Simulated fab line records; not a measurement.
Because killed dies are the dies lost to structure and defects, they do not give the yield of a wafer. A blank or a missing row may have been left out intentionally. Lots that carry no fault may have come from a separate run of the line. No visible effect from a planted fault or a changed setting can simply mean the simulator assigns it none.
A lot that was struck, set against a sound lot	flow gf180mcu	14 steps out of a route of 602
Sound: these wafers, L383.2, L383.4, L383.5. Struck: wafers L390.1, L390.3 (left out: L390.2, a lot-mate that was not struck); the cause follows at the end.
For every step that has rows: the tool of each side, followed by ch and its chambers, followed by its first start. Under that, the readings that differ: sound wafers	struck wafers	difference of the means	sigmas: that difference in standard deviations of wafers without a fault.
alike: words and numbers the same on both sides, and readings whose means are apart by under 2 such deviations; not compared: readings that were withheld, readings missing a value for some wafer, numbers with overlapping values and no deviation given by the record, and bounds like >300 which may hide the same value.
A row with sigmas, a row that says differs or no value, or rows on one side alone: a step with any of these is where the two part. Numbers that have no deviation but don't overlap get no sigmas and don't part them. Lack of a reading on every wafer of one side parts them only where that side has two or more wafers.

GF_V1_CD_MEAS_14: target cd 260 nm.
  sound on cd-sem-02, day 19 06:22; struck on cd-sem-01, day 21 23:17
  alike: cd-nm
GF_V1_OVL_MEAS_15:
  sound on overlay-02, day 19 06:29; struck on overlay-02, day 21 23:24
  alike: V1_OVL
then, 1 step without rows for these wafers: GF_V1_ETCH_16 (etches BARC in N2/H2).
GF_V1_ETCH_17: etches SiO2 in C4F8/O2/Ar, stops on TiN, target depth 630 nm.
  sound on rie-diel-03 ch 0,1,2; struck on rie-diel-01 ch 2,3
reading	sound	struck	difference	sigmas
oes-product-au (a.u.)	0.850 0.848 0.847	0.860 0.859	+0.011	+2
  alike: chamber-pressure-mTorr
GF_V1_STRIP_18: strips in O2/N2.
  sound on plasma-asher-02 ch 0,1, day 19 06:38; struck on plasma-asher-02 ch 0,1, day 21 23:34
  alike: chamber-pressure-mTorr, drypump-motor-current-A, heater-power-w, oes-product-au
  not compared: rf-hours-counter-h
then, 2 steps without rows for these wafers: GF_V1_STRIP_19 (strips in post etch residue remover, time 1200 s); GF_V1_CLEAN_20 (cleans in DIW).
GF_V1_SPUTTER_21: material Ti, target thk 15 nm, time 80.02 s.
  sound on pvd-sputter-04, day 19 07:11; struck on pvd-sputter-01, day 22 00:06
  alike: throttle-valve-pct
GF_V1_SPUTTER_22: material TiN, target thk 10 nm, time 40 s.
  sound on pvd-sputter-04, day 19 07:14; struck on pvd-sputter-01, day 22 00:10
  alike: throttle-valve-pct
GF_V1_CVD_23: deposits W, target thk 350 nm, time 105.05 s.
  sound on cvd-w-01 ch 0,1, day 19 07:17; struck on cvd-w-01 ch 0,1, day 22 00:12
  alike: chamber-pressure-Torr, heater-power-w
GF_V1_RS_MEAS_24: measures by four-point-probe.
  sound on film-metro-01, day 19 07:25; struck on film-metro-04, day 22 00:19
reading	sound	struck	difference	sigmas
V1_W_RS (ohm/sq)	0.325 0.325 0.324	0.330 0.333	+0.007	+2
GF_V1_THK_MEAS_25: measures by xrf.
  sound on film-metro-01, day 19 07:31; struck on film-metro-04, day 22 00:26
  alike: V1_W_THK
GF_V1_CMP_26: polishes, stops on SiO2, t overpolish 15 s, target thk 0 nm.
  sound on cmp-02 ch 0,1,3, day 19 07:40; struck on cmp-01 ch 2,3, day 22 00:29
reading	sound	struck	difference	sigmas
overpolish-run-s (s)	14.997 15.013 14.987	0.045 0.037	-14.958	-99 or more
time-to-endpoint-s (s)	84 82 94	129 128	+42	+11
  alike: motor-current-A
then, 1 step without rows for these wafers: GF_M2_SPUTTER_00 (material Ti, target thk 37.5 nm, time 150 s).

== WHERE THEY PART ==
Earliest at GF_V1_ETCH_17; latest, in this record, at GF_V1_CMP_26.

WHY: what the simulator had put in
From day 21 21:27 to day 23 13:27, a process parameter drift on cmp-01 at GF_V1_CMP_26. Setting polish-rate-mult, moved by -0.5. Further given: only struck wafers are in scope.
